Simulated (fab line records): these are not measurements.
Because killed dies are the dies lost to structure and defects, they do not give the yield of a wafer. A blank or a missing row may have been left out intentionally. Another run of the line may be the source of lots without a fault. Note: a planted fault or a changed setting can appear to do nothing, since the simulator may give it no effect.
fab line records	flow gf180mcu
[record] lots = 24	wafers = 72	last_day = 34
route steps=602 shown M1@319 V3@452 MIM@512 M5@534
lots that met no fault: from a run of the same line without faults
start_h: hours from the record's first day to the start of the lot's first wafer shown	wait_h: hours elapsed since this lot's preceding step	" identical to the entry in the row above	L1.1+2: a row that stands for several wafers	- value missing, or start not given	* or withheld: withheld	< > ~ a bound
route shown NAME@n: names a module that has steps shown in the file, with the first one's number in the route	usual: mean/standard deviation taken from wafers without a fault	same: alike in all rows	chamber/n: place in a boat	sites: per-site readings	_std_site: standard deviation across them	_edge_site: mean of outer sites minus mean of inner sites	radius_mm: how far each site lies from the wafer's centre	mask NAME#n: copy n	behind: tool/chamber where the wafer was last shaped	hold: why the lot went on hold/how many hours it stayed there/how the hold came to an end	device: the n, p or np transistor that did not switch	end of line: the route-end tests of the same wafers	a step with no rows: only its recipe	killed: dies that structure and defects cost at the first sort, which is not the same as the wafer's yield	map: a wafer's dies, x killed, . not, _ none there
set.NAME: the setting that was run; set.NAME@STEP: the one run at that earlier step	model.NAME: the simulator's own value behind a step, which no gauge read
route steps across a sampled set of lots; one table per step, one row per wafer
services: when a tool's chamber went out of use (start_h, in hours from the record's first day, below 0 if earlier), for how many hours, and the reason
[[steps]]
[step GF_M1_SPUTTER_04]
[recipe] material = TiN	target_thk_nm = 50	power_w = 6500	time_s = 41.7	chamber_pressure_pa = 0.4
[usual] throttle_valve_pct = 30.3/0.88
lot.wafer	tool	chamber	start_h	wait_h	throttle_valve_pct
L074.2	pvd_sputter-03	-	362.39	0.0	30.1
L074.5	"	-	"	"	31.1
L074.6	"	-	"	"	30.5
L075.1	pvd_sputter-02	-	373.90	0.0	30.1
L075.2	"	-	"	"	31.6
L075.5	"	-	"	"	31.6
L076.1	pvd_sputter-04	-	378.34	0.0	30.3
L076.2	"	-	"	"	29.8
L076.4	"	-	"	"	29.1
L077.1	pvd_sputter-04	-	389.95	0.0	29.9
L077.3	"	-	"	"	29.9
L077.6	"	-	"	"	29.3
L078.2	pvd_sputter-03	-	394.16	0.0	31.1
L078.4	"	-	"	"	30.1
L078.6	"	-	"	"	30.6
L079.1	pvd_sputter-03	-	405.89	0.0	30.3
L079.3	"	-	"	"	31.1
L079.6	"	-	"	"	30.8
L080.2	pvd_sputter-02	-	420.45	0.0	29.3
L080.4	"	-	"	"	31.6
L080.6	"	-	"	"	31.9
L081.1	pvd_sputter-02	-	424.83	0.0	29.8
L081.3	"	-	"	"	31.7
L081.4	"	-	"	"	29.1
L082.1	pvd_sputter-03	-	436.74	0.0	31.0
L082.3	"	-	"	"	30.1
L082.5	"	-	"	"	30.4
L083.2	pvd_sputter-03	-	442.77	0.0	30.3
L083.3	"	-	"	"	31.0
L083.6	"	-	"	"	30.5
L084.3	pvd_sputter-02	-	453.91	0.0	31.4
L084.5	"	-	"	"	31.7
L084.6	"	-	"	"	31.7
L085.2	pvd_sputter-02	-	462.04	0.0	31.2
L085.4	"	-	"	"	31.6
L085.6	"	-	"	"	29.7
L086.1	pvd_sputter-04	-	474.83	0.0	28.7
L086.4	"	-	"	"	30.1
L086.6	"	-	"	"	30.1
L087.2	pvd_sputter-04	-	487.78	0.0	30.3
L087.4	"	-	"	"	29.5
L087.6	"	-	"	"	30.1
L088.2	pvd_sputter-02	-	499.22	0.0	29.8
L088.3	"	-	"	"	29.3
L088.6	"	-	"	"	31.6
L089.1	pvd_sputter-04	-	505.13	0.0	28.9
L089.3	"	-	"	"	30.4
L089.6	"	-	"	"	30.2
L090.1	pvd_sputter-02	-	509.56	0.0	29.9
L090.4	"	-	"	"	31.5
L090.5	"	-	"	"	30.1
L091.2	pvd_sputter-04	-	514.33	0.0	30.0
L091.3	"	-	"	"	29.5
L091.4	"	-	"	"	30.1
L092.2	pvd_sputter-04	-	528.17	0.0	30.3
L092.3	"	-	"	"	29.6
L092.5	"	-	"	"	30.1
L093.3	pvd_sputter-02	-	531.42	0.0	31.7
L093.5	"	-	"	"	29.3
L093.6	"	-	"	"	31.4
L094.2	pvd_sputter-03	-	540.23	0.0	31.1
L094.4	"	-	"	"	30.3
L094.6	"	-	"	"	31.1
L095.2	pvd_sputter-02	-	544.58	0.0	31.6
L095.3	"	-	"	"	31.7
L095.4	"	-	"	"	29.9
L096.1	pvd_sputter-02	-	547.03	0.0	30.4
L096.2	"	-	"	"	31.7
L096.6	"	-	"	"	29.4
L097.1	pvd_sputter-02	-	557.57	0.0	29.1
L097.2	"	-	"	"	29.8
L097.4	"	-	"	"	31.5
[step GF_V3_CVD_23]
[recipe] material = W	target_thk_nm = 350	time_s = 104.9	temp_c = 400	pressure_torr = 40
[usual] heater_power_w = 778/76
lot.wafer	tool	chamber	start_h	wait_h	heater_power_w	since_wet_clean_h
L074.2	cvd_w-01	1	514.60	0.0	774	611
L074.5	"	1	"	"	786	-
L074.6	"	0	"	"	695	-
L075.1	cvd_w-01	0	523.58	0.0	718	620
L075.2	"	1	"	"	776	620
L075.5	"	1	"	"	771	-
L076.1	cvd_w-02	0	528.26	0.0	874	124
L076.2	"	1	"	"	711	124
L076.4	"	1	"	"	730	-
L077.1	cvd_w-01	0	540.72	0.0	723	637
L077.3	"	1	"	"	782	-
L077.6	"	1	"	"	757	-
L078.2	cvd_w-01	1	545.68	0.0	773	642
L078.4	"	0	"	"	708	-
L078.6	"	0	"	"	706	-
L079.1	cvd_w-02	0	556.54	0.0	908	153
L079.3	"	1	"	"	733	-
L079.6	"	1	"	"	712	-
L080.2	cvd_w-02	1	570.31	0.0	719	166
L080.4	"	0	"	"	880	-
L080.6	"	0	"	"	921	-
L081.1	cvd_w-02	0	574.26	0.0	899	170
L081.3	"	1	"	"	747	-
L081.4	"	0	"	"	919	-
L082.1	cvd_w-01	1	583.05	0.0	776	679
L082.3	"	1	"	"	772	-
L082.5	"	1	"	"	767	-
L083.2	cvd_w-02	1	589.36	0.0	727	185
L083.3	"	1	"	"	731	-
L083.6	"	1	"	"	724	-
L084.3	cvd_w-01	1	601.03	0.1	795	-
L084.5	"	0	"	"	699	-
L084.6	"	1	"	"	751	-
L085.2	cvd_w-01	1	606.70	0.0	762	703
L085.4	"	1	"	"	799	-
L085.6	"	0	"	"	715	-
L086.1	cvd_w-01	0	618.48	0.0	715	714
L086.4	"	1	"	"	784	-
L086.6	"	1	"	"	776	-
L087.2	cvd_w-02	1	630.21	0.0	721	226
L087.4	"	1	"	"	710	-
L087.6	"	1	"	"	729	-
L088.2	cvd_w-02	1	640.07	0.0	726	236
L088.3	"	1	"	"	741	-
L088.6	"	0	"	"	910	-
L089.1	cvd_w-01	1	644.00	0.0	787	740
L089.3	"	0	"	"	711	-
L089.6	"	1	"	"	782	-
L090.1	cvd_w-02	0	648.68	0.0	911	245
L090.4	"	1	"	"	753	-
L090.5	"	1	"	"	736	-
L091.2	cvd_w-02	0	651.87	0.0	896	248
L091.3	"	1	"	"	719	-
L091.4	"	0	"	"	935	-
L092.2	cvd_w-01	0	663.05	0.0	720	759
L092.3	"	0	"	"	702	-
L092.5	"	1	"	"	813	-
L093.3	cvd_w-02	0	666.32	0.1	917	-
L093.5	"	1	"	"	715	-
L093.6	"	0	"	"	926	-
L094.2	cvd_w-02	1	674.89	0.0	743	271
L094.4	"	0	"	"	899	-
L094.6	"	0	"	"	906	-
L095.2	cvd_w-01	0	678.59	0.0	708	775
L095.3	"	1	"	"	776	-
L095.4	"	0	"	"	708	-
L096.1	cvd_w-01	0	679.46	0.0	711	775
L096.2	"	1	"	"	790	775
L096.6	"	0	"	"	705	-
L097.1	cvd_w-01	0	689.47	0.0	705	785
L097.2	"	1	"	"	787	785
L097.4	"	1	"	"	791	-
[step GF_MIM_SPUTTER_09]
[recipe] material = TiN	target_thk_nm = 35	power_w = 6500	time_s = 29.2	chamber_pressure_pa = 0.4
[usual] throttle_valve_pct = 30.3/0.8
lot.wafer	tool	chamber	start_h	wait_h	throttle_valve_pct
L074.2	pvd_sputter-04	-	564.34	0.0	28.9
L074.5	"	-	"	"	30.1
L074.6	"	-	"	"	28.9
L075.1	pvd_sputter-03	-	572.51	0.0	30.6
L075.2	"	-	"	"	30.0
L075.5	"	-	"	"	30.7
L076.1	pvd_sputter-02	-	576.96	0.0	29.8
L076.2	"	-	"	"	28.9
L076.4	"	-	"	"	31.5
L077.1	pvd_sputter-03	-	588.35	0.0	30.5
L077.3	"	-	"	"	30.7
L077.6	"	-	"	"	30.4
L078.2	pvd_sputter-04	-	593.89	0.0	29.1
L078.4	"	-	"	"	28.9
L078.6	"	-	"	"	30.2
L079.1	pvd_sputter-04	-	604.18	0.0	30.3
L079.3	"	-	"	"	29.6
L079.6	"	-	"	"	29.4
L080.2	pvd_sputter-02	-	617.35	0.0	31.7
L080.4	"	-	"	"	31.7
L080.6	"	-	"	"	31.5
L081.1	pvd_sputter-04	-	620.88	0.0	30.3
L081.3	"	-	"	"	30.1
L081.4	"	-	"	"	29.5
L082.1	pvd_sputter-03	-	628.96	0.0	30.3
L082.3	"	-	"	"	31.2
L082.5	"	-	"	"	31.2
L083.2	pvd_sputter-02	-	635.52	0.0	29.8
L083.3	"	-	"	"	29.2
L083.6	"	-	"	"	31.5
L084.3	pvd_sputter-04	-	646.13	0.0	28.7
L084.5	"	-	"	"	29.3
L084.6	"	-	"	"	30.4
L085.2	pvd_sputter-04	-	651.75	0.0	29.5
L085.4	"	-	"	"	30.3
L085.6	"	-	"	"	30.0
L086.1	pvd_sputter-02	-	662.89	0.0	29.3
L086.4	"	-	"	"	30.0
L086.6	"	-	"	"	29.5
L087.2	pvd_sputter-04	-	674.13	0.0	30.5
L087.4	"	-	"	"	29.0
L087.6	"	-	"	"	29.5
L088.2	pvd_sputter-02	-	683.98	0.0	29.6
L088.3	"	-	"	"	29.1
L088.6	"	-	"	"	31.6
L089.1	pvd_sputter-03	-	686.57	0.0	30.7
L089.3	"	-	"	"	30.2
L089.6	"	-	"	"	30.9
L090.1	pvd_sputter-03	-	691.32	0.0	30.4
L090.4	"	-	"	"	31.0
L090.5	"	-	"	"	30.9
L091.2	pvd_sputter-04	-	694.68	0.0	29.1
L091.3	"	-	"	"	30.2
L091.4	"	-	"	"	29.5
L092.2	pvd_sputter-04	-	705.04	0.0	30.2
L092.3	"	-	"	"	28.9
L092.5	"	-	"	"	30.5
L093.3	pvd_sputter-03	-	708.00	0.0	30.7
L093.5	"	-	"	"	30.9
L093.6	"	-	"	"	30.3
L094.2	pvd_sputter-02	-	715.15	0.0	31.9
L094.4	"	-	"	"	31.6
L094.6	"	-	"	"	31.3
L095.2	pvd_sputter-03	-	719.52	0.0	30.4
L095.3	"	-	"	"	30.8
L095.4	"	-	"	"	31.2
L096.1	pvd_sputter-04	-	720.39	0.0	30.2
L096.2	"	-	"	"	29.7
L096.6	"	-	"	"	29.6
L097.1	pvd_sputter-03	-	730.12	0.0	30.8
L097.2	"	-	"	"	30.5
L097.4	"	-	"	"	30.6
[step GF_MIM_METAL_ETCH_19]
[recipe] chemistry = Cl2/BCl3	mask_material = NOVOLAK	stop_on = Si3N4	target_depth_nm = 324.5	pressure_mtorr = 8	icp_w = 800	bias_w = 140	Cl2_flow_sccm = 80	bcl3_flow_sccm = 40	time_s = 54.1
[usual] drypump_motor_current_A = 5.7/0.4	mfc_cl2_sccm = 79.96/0.26	oes_product_au = 0.940/0.0057	throttle_valve_pct = 28.284/0.0095
lot.wafer	tool	chamber	start_h	wait_h	drypump_motor_current_A	mfc_cl2_sccm	oes_product_au	rf_hours_counter_h	throttle_valve_pct
L074.2	rie_metal-03	0	586.15	0.1	5.4	79.46	0.938	4	28.275
L074.5	"	1	"	"	6.4	80.12	0.940	-	28.286
L074.6	"	0	"	"	5.4	79.90	0.944	-	28.298
L075.1	rie_metal-01	1	594.40	0.1	5.7	79.98	0.949	5	28.262
L075.2	"	0	"	"	5.9	79.72	0.955	9	28.289
L075.5	"	0	"	"	5.9	80.19	0.947	-	28.281
L076.1	rie_metal-02	0	598.30	0.1	5.9	79.83	0.938	10	28.287
L076.2	"	1	"	"	5.1	79.75	0.940	1	28.284
L076.4	"	1	"	"	5.1	79.59	0.941	-	28.289
L077.1	rie_metal-03	1	609.11	0.1	6.4	80.17	0.935	3	28.280
L077.3	"	0	"	"	5.4	79.78	0.949	-	28.277
L077.6	"	1	"	"	6.4	80.01	0.935	-	28.269
L078.2	rie_metal-03	0	614.36	0.1	5.4	79.84	0.950	4	28.281
L078.4	"	0	"	"	5.4	80.17	0.935	-	28.290
L078.6	"	1	"	"	6.4	79.73	0.943	-	28.273
L079.1	rie_metal-01	0	625.06	0.1	5.9	79.88	0.935	10	28.295
L079.3	"	1	"	"	5.7	80.03	0.929	-	28.287
L079.6	"	0	"	"	5.9	79.56	0.931	-	28.285
L080.2	rie_metal-02	1	637.50	0.1	5.1	80.10	0.943	2	28.290
L080.4	"	0	"	"	6.0	80.11	0.939	-	28.272
L080.6	"	0	"	"	5.9	80.39	0.944	-	28.283
L081.1	rie_metal-02	0	640.31	0.1	6.0	79.74	0.929	11	28.288
L081.3	"	1	"	"	5.1	79.93	0.942	-	28.289
L081.4	"	0	"	"	5.9	80.03	0.932	-	28.306
L082.1	rie_metal-02	0	649.17	0.1	5.9	79.82	0.942	11	28.290
L082.3	"	1	"	"	5.1	79.64	0.944	-	28.293
L082.5	"	0	"	"	6.0	79.35	0.936	-	28.285
L083.2	rie_metal-03	0	655.12	0.1	5.4	79.76	0.939	6	28.304
L083.3	"	0	"	"	5.4	80.38	0.940	-	28.276
L083.6	"	1	"	"	6.3	79.93	0.941	-	28.272
L084.3	rie_metal-03	0	665.04	0.1	5.4	80.06	0.937	-	28.271
L084.5	"	0	"	"	5.4	80.33	0.943	-	28.289
L084.6	"	1	"	"	6.4	79.97	0.940	-	28.293
L085.2	rie_metal-02	0	670.39	0.1	5.9	80.08	0.936	12	28.269
L085.4	"	1	"	"	5.1	80.39	0.938	-	28.290
L085.6	"	1	"	"	5.1	80.42	0.941	-	28.278
L086.1	rie_metal-03	1	682.09	0.1	6.3	79.63	0.948	5	28.258
L086.4	"	1	"	"	6.3	79.79	0.944	-	28.287
L086.6	"	1	"	"	6.4	79.80	0.947	-	28.296
L087.2	rie_metal-02	0	693.36	0.1	5.9	79.57	0.942	12	28.272
L087.4	"	1	"	"	5.1	79.78	0.938	-	28.269
L087.6	"	1	"	"	5.1	80.00	0.936	-	28.272
L088.2	rie_metal-01	0	702.61	0.1	6.0	79.62	0.944	13	28.296
L088.3	"	0	"	"	5.9	79.69	0.949	-	28.287
L088.6	"	1	"	"	5.7	80.00	0.933	-	28.289
L089.1	rie_metal-01	1	705.16	0.1	5.7	79.62	0.937	9	28.290
L089.3	"	1	"	"	5.7	79.92	0.940	-	28.279
L089.6	"	1	"	"	5.7	79.60	0.939	-	28.289
L090.1	rie_metal-01	1	709.94	0.1	5.7	79.94	0.931	9	28.293
L090.4	"	1	"	"	5.7	79.96	0.928	-	28.292
L090.5	"	1	"	"	5.7	79.86	0.938	-	28.301
L091.2	rie_metal-02	1	712.79	0.1	5.1	79.76	0.941	4	28.287
L091.3	"	1	"	"	5.1	80.07	0.948	-	28.271
L091.4	"	0	"	"	6.0	80.19	0.931	-	28.276
L092.2	rie_metal-01	1	723.49	0.1	5.7	79.90	0.940	-	28.279
L092.3	"	1	"	"	5.7	79.85	0.943	-	28.289
L092.5	"	1	"	"	5.7	79.86	0.938	-	28.279
L093.3	rie_metal-01	1	726.11	0.1	5.7	79.50	0.935	-	28.287
L093.5	"	1	"	"	5.7	79.75	0.935	-	28.282
L093.6	"	1	"	"	5.7	79.66	0.942	-	28.296
L094.2	rie_metal-03	0	732.34	0.1	5.4	79.90	0.935	9	28.288
L094.4	"	1	"	"	6.4	80.53	0.942	-	28.287
L094.6	"	0	"	"	5.4	79.61	0.932	-	28.284
L095.2	rie_metal-01	1	736.81	0.1	5.7	79.82	0.946	11	28.266
L095.3	"	1	"	"	5.7	79.83	0.942	-	28.272
L095.4	"	0	"	"	5.9	80.31	0.940	-	28.277
L096.1	rie_metal-02	0	737.11	0.1	5.9	79.85	0.945	0	28.275
L096.2	"	1	"	"	5.1	80.34	0.940	6	28.292
L096.6	"	1	"	"	5.1	80.28	0.931	-	28.272
L097.1	rie_metal-02	1	747.09	0.1	5.1	80.19	0.954	6	28.289
L097.2	"	0	"	"	5.9	80.14	0.937	0	28.281
L097.4	"	0	"	"	5.9	79.92	0.949	-	28.266
[step GF_MIM_STRIP_20]
[recipe] chemistry = O2/N2	power_w = 1400	pressure_mtorr = 1500	platen_temp_c = 250	o2_flow_sccm = 3000	n2_flow_sccm = 300	overash_fraction = 0.5
[usual] drypump_motor_current_A = 5.6/0.48	heater_power_w = 336/19	oes_product_au = 0.692/0.005	strip_time_to_endpoint_s = 11.22/0.033
lot.wafer	tool	chamber	start_h	wait_h	drypump_motor_current_A	heater_power_w	oes_product_au	rf_hours_counter_h	strip_time_to_endpoint_s
L074.2	plasma_asher-01	0	586.22	0.0	5.8	360	0.694	14	11.22
L074.5	"	0	"	"	5.8	350	0.691	-	11.25
L074.6	"	1	"	"	5.2	341	0.693	-	11.23
L075.1	plasma_asher-03	1	594.47	0.0	6.0	334	0.694	86	11.28
L075.2	"	0	"	"	5.1	346	0.690	86	11.27
L075.5	"	1	"	"	6.0	330	0.697	-	11.25
L076.1	plasma_asher-03	0	598.37	0.0	5.1	348	0.691	86	11.21
L076.2	"	1	"	"	6.0	330	0.686	86	11.22
L076.4	"	1	"	"	6.0	341	0.698	-	11.22
L077.1	plasma_asher-01	1	609.18	0.0	5.2	343	0.693	17	11.30
L077.3	"	1	"	"	5.2	337	0.689	-	11.22
L077.6	"	1	"	"	5.2	343	0.701	-	11.20
L078.2	plasma_asher-01	1	614.43	0.0	5.2	340	0.689	17	11.24
L078.4	"	0	"	"	5.8	349	0.697	-	11.21
L078.6	"	1	"	"	5.2	351	0.700	-	11.21
L079.1	plasma_asher-01	1	625.13	0.0	5.2	341	0.689	18	11.22
L079.3	"	1	"	"	5.2	345	0.689	-	11.23
L079.6	"	0	"	"	5.8	353	0.681	-	11.18
L080.2	plasma_asher-01	1	637.57	0.0	5.2	341	0.688	20	11.18
L080.4	"	1	"	"	5.2	345	0.688	-	11.20
L080.6	"	1	"	"	5.2	346	0.692	-	11.23
L081.1	plasma_asher-01	0	640.38	0.0	5.8	353	0.697	20	11.21
L081.3	"	1	"	"	5.2	344	0.686	-	11.25
L081.4	"	0	"	"	5.8	351	0.696	-	11.23
L082.1	plasma_asher-04	0	649.24	0.0	6.7	309	0.697	100	11.23
L082.3	"	0	"	"	6.7	313	0.690	-	11.20
L082.5	"	1	"	"	5.5	288	0.695	-	11.23
L083.2	plasma_asher-01	1	655.19	0.0	5.2	340	0.686	22	11.24
L083.3	"	0	"	"	5.8	356	0.687	-	11.23
L083.6	"	0	"	"	5.8	347	0.699	-	11.24
L084.3	plasma_asher-03	1	665.12	0.1	6.0	330	0.708	-	11.22
L084.5	"	0	"	"	5.1	353	0.696	-	11.29
L084.6	"	1	"	"	6.0	335	0.696	-	11.28
L085.2	plasma_asher-01	0	670.46	0.0	5.8	356	0.687	24	11.20
L085.4	"	0	"	"	5.8	353	0.682	-	11.19
L085.6	"	1	"	"	5.2	339	0.693	-	11.23
L086.1	plasma_asher-01	1	682.16	0.0	5.2	343	0.692	25	11.26
L086.4	"	1	"	"	5.2	345	0.697	-	11.30
L086.6	"	1	"	"	5.2	341	0.694	-	11.27
L087.2	plasma_asher-04	1	693.43	0.0	5.5	298	0.685	104	11.14
L087.4	"	1	"	"	5.4	297	0.690	-	11.18
L087.6	"	1	"	"	5.4	300	0.694	-	11.20
L088.2	plasma_asher-01	1	702.68	0.0	5.2	336	0.694	26	11.21
L088.3	"	0	"	"	5.7	347	0.684	-	11.20
L088.6	"	1	"	"	5.2	336	0.696	-	11.19
L089.1	plasma_asher-04	1	705.23	0.0	5.5	297	0.700	106	11.27
L089.3	"	1	"	"	5.5	300	0.694	-	11.24
L089.6	"	1	"	"	5.5	303	0.696	-	11.24
L090.1	plasma_asher-04	1	710.08	0.1	5.5	294	0.692	106	11.23
L090.4	"	1	"	"	5.5	299	0.692	-	11.27
L090.5	"	1	"	"	5.5	300	0.695	-	11.23
L091.2	plasma_asher-01	1	712.86	0.0	5.2	341	0.700	28	11.21
L091.3	"	0	"	"	5.8	349	0.689	-	11.19
L091.4	"	1	"	"	5.2	345	0.693	-	11.18
L092.2	plasma_asher-03	1	723.61	0.1	6.0	335	0.688	100	11.21
L092.3	"	1	"	"	6.0	328	0.697	-	11.23
L092.5	"	1	"	"	6.0	324	0.695	-	11.23
L093.3	plasma_asher-03	1	726.24	0.1	6.0	334	0.701	-	11.25
L093.5	"	1	"	"	6.0	326	0.680	-	11.20
L093.6	"	0	"	"	5.1	356	0.698	-	11.20
L094.2	plasma_asher-04	1	732.41	0.0	5.5	299	0.691	109	11.21
L094.4	"	0	"	"	6.7	312	0.689	-	11.15
L094.6	"	1	"	"	5.5	289	0.683	-	11.16
L095.2	plasma_asher-01	0	736.88	0.0	5.8	342	0.687	30	11.25
L095.3	"	1	"	"	5.2	341	0.690	-	11.26
L095.4	"	0	"	"	5.8	348	0.693	-	11.21
L096.1	plasma_asher-03	1	737.18	0.0	6.0	329	0.693	101	11.18
L096.2	"	0	"	"	5.1	347	0.698	101	11.20
L096.6	"	0	"	"	5.1	351	0.692	-	11.21
L097.1	plasma_asher-03	0	747.16	0.0	5.1	355	0.694	102	11.21
L097.2	"	1	"	"	6.0	333	0.690	102	11.18
L097.4	"	1	"	"	6.0	331	0.690	-	11.23
[step GF_M5_OVL_MEAS_08]
[usual] M5_OVL = 1/5.4
lot.wafer	tool	chamber	start_h	wait_h	M5_OVL[nm]
L074.2	overlay-01	-	607.82	0.1	-9
L074.5	"	-	"	"	-6
L074.6	"	-	"	"	0
L075.1	overlay-01	-	616.17	0.1	10
L075.2	"	-	"	"	-5
L075.5	"	-	"	"	6
L076.1	overlay-02	-	619.23	0.1	2
L076.2	"	-	"	"	8
L076.4	"	-	"	"	8
L077.1	overlay-01	-	630.05	0.1	3
L077.3	"	-	"	"	1
L077.6	"	-	"	"	-1
L078.2	overlay-01	-	635.77	0.1	1
L078.4	"	-	"	"	-3
L078.6	"	-	"	"	4
L079.1	overlay-01	-	645.67	0.1	7
L079.3	"	-	"	"	3
L079.6	"	-	"	"	-2
L080.2	overlay-01	-	657.71	0.1	-6
L080.4	"	-	"	"	2
L080.6	"	-	"	"	3
L081.1	overlay-01	-	660.76	0.1	11
L081.3	"	-	"	"	8
L081.4	"	-	"	"	-1
L082.1	overlay-01	-	669.33	0.1	-8
L082.3	"	-	"	"	-7
L082.5	"	-	"	"	-10
L083.2	overlay-02	-	675.42	0.1	6
L083.3	"	-	"	"	3
L083.6	"	-	"	"	-10
L084.3	overlay-01	-	685.13	0.1	0
L084.5	"	-	"	"	-6
L084.6	"	-	"	"	-6
L085.2	overlay-02	-	690.32	0.1	5
L085.4	"	-	"	"	1
L085.6	"	-	"	"	1
L086.1	overlay-01	-	700.28	0.1	-2
L086.4	"	-	"	"	3
L086.6	"	-	"	"	2
L087.2	overlay-02	-	712.09	0.1	5
L087.4	"	-	"	"	-1
L087.6	"	-	"	"	-8
L088.2	overlay-02	-	720.44	0.1	3
L088.3	"	-	"	"	-2
L088.6	"	-	"	"	4
L089.1	overlay-02	-	723.78	0.1	-2
L089.3	"	-	"	"	2
L089.6	"	-	"	"	-4
L090.1	overlay-02	-	728.61	0.1	-3
L090.4	"	-	"	"	10
L090.5	"	-	"	"	2
L091.2	overlay-02	-	730.99	0.1	-2
L091.3	"	-	"	"	-3
L091.4	"	-	"	"	-3
L092.2	overlay-02	-	740.79	0.1	-15
L092.3	"	-	"	"	-10
L092.5	"	-	"	"	-1
L093.3	overlay-01	-	744.14	0.1	11
L093.5	"	-	"	"	11
L093.6	"	-	"	"	13
L094.2	overlay-01	-	750.04	0.1	-1
L094.4	"	-	"	"	-1
L094.6	"	-	"	"	-2
L095.2	overlay-01	-	754.02	0.1	4
L095.3	"	-	"	"	2
L095.4	"	-	"	"	10
L096.1	overlay-01	-	754.48	0.1	-2
L096.2	"	-	"	"	6
L096.6	"	-	"	"	4
L097.1	overlay-02	-	763.46	0.1	4
L097.2	"	-	"	"	6
L097.4	"	-	"	"	2
[[services]]
tool	chamber	start_h	hours	kind
pvd_sputter-02	-	365.87	0.6	repair
pvd_sputter-04	-	375.21	0.6	repair
cvd_w-01	-	386.38	6.9	pm
cvd_w-02	-	390.00	14.0	pm
pvd_sputter-02	-	401.14	6.1	repair
pvd_sputter-04	-	408.35	5.3	repair
plasma_asher-01	-	408.98	2.8	pm
plasma_asher-01	-	421.25	9.0	pm
cvd_w-02	0	465.00	10.3	repair
pvd_sputter-04	-	476.01	1.4	repair
plasma_asher-01	-	478.67	28.1	pm
pvd_sputter-04	-	506.16	4.1	repair
pvd_sputter-02	-	528.27	2.2	repair
cvd_w-02	-	545.41	6.9	pm
pvd_sputter-03	-	550.99	0.7	repair
pvd_sputter-04	-	558.58	0.7	repair
cvd_w-01	-	579.26	2.8	pm
pvd_sputter-04	-	625.58	2.8	repair
pvd_sputter-04	-	637.99	2.0	repair
pvd_sputter-04	-	657.92	4.0	repair
cvd_w-02	-	678.50	2.8	pm
plasma_asher-01	-	696.58	4.7	repair
cvd_w-02	0	713.90	9.9	repair
cvd_w-01	-	719.83	0.6	repair
[[key]]
fault none
